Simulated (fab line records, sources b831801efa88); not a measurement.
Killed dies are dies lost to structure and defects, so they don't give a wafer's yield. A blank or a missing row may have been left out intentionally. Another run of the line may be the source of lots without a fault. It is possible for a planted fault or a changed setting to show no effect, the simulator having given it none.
Which of the tools did it? | flow gf180mcu | 7 lots with 21 wafers sampled at 2 steps, on a route of 602 steps

WHAT EACH GAUGE READ, for each wafer
GF_HV_LDD_CD_MEAS_31: target cd 400 nm.
lot  | measured     | on        | cd-nm (nm)
L838 | day 12 04:31 | cd-sem-01 | 401.1 402.4 400.9
L840 | day 12 20:44 | cd-sem-01 | 400.4 402.7 402.3
L842 | day 13 11:25 | cd-sem-02 | 413.1 413.8 414.5
L852 | day 16 17:53 | cd-sem-01 | 400.5 402.0 399.6
L854 | day 17 14:39 | cd-sem-02 | 397.1 398.0 400.0
L856 | day 18 03:07 | cd-sem-02 | 402.3 401.3 401.4
L859 | day 19 04:57 | cd-sem-01 | 400.9 400.5 400.3

EACH LOT AND THE TOOL THAT RAN IT (in order: tool; ch and the chambers of the sampled wafers; start)
lot  | GF_HV_LDD_DEVELOP_30
L838 | litho-track-02 ch 0, day 12 04:22
L840 | litho-track-02 ch 0, day 12 20:36
L842 | litho-track-04 ch 0, day 13 11:16
L852 | litho-track-04 ch 0, day 16 17:44
L854 | litho-track-01 ch 0, day 17 14:31
L856 | litho-track-02 ch 0, day 18 02:58
L859 | litho-track-01 ch 0, day 19 04:49
- GF_HV_LDD_DEVELOP_30: develop time 60 s.

THE ANSWER, worked out from the rows above alone
Rule: what is usual is taken from the lots themselves. The widest of any qualifying gaps counts: lots, ordered by their means at a reading, are off when they make up no more than a third of the lots, leave a main group of 4 or more, and stand apart from it by 3 or more times the standard deviation of that group's means. The tables above print the reading to a certain number of digits; a main group whose means all agree to those digits is not used. A lot without any number at a reading at which 4 lots or more have one is off too. Any other lot the step has rows for is counted as sound.
Off: L842 (GF_HV_LDD_CD_MEAS_31, cd-nm). For the main group the mean is 400.8 nm and the standard deviation 1.2.
A tool fits if, at a process step before that reading, it ran every lot that is off, and no sound lot after the first of them. Those tools and the gauges at GF_HV_LDD_CD_MEAS_31 are tried in the same way. None of those tried fits.

WHAT THE SIMULATOR PUT IN
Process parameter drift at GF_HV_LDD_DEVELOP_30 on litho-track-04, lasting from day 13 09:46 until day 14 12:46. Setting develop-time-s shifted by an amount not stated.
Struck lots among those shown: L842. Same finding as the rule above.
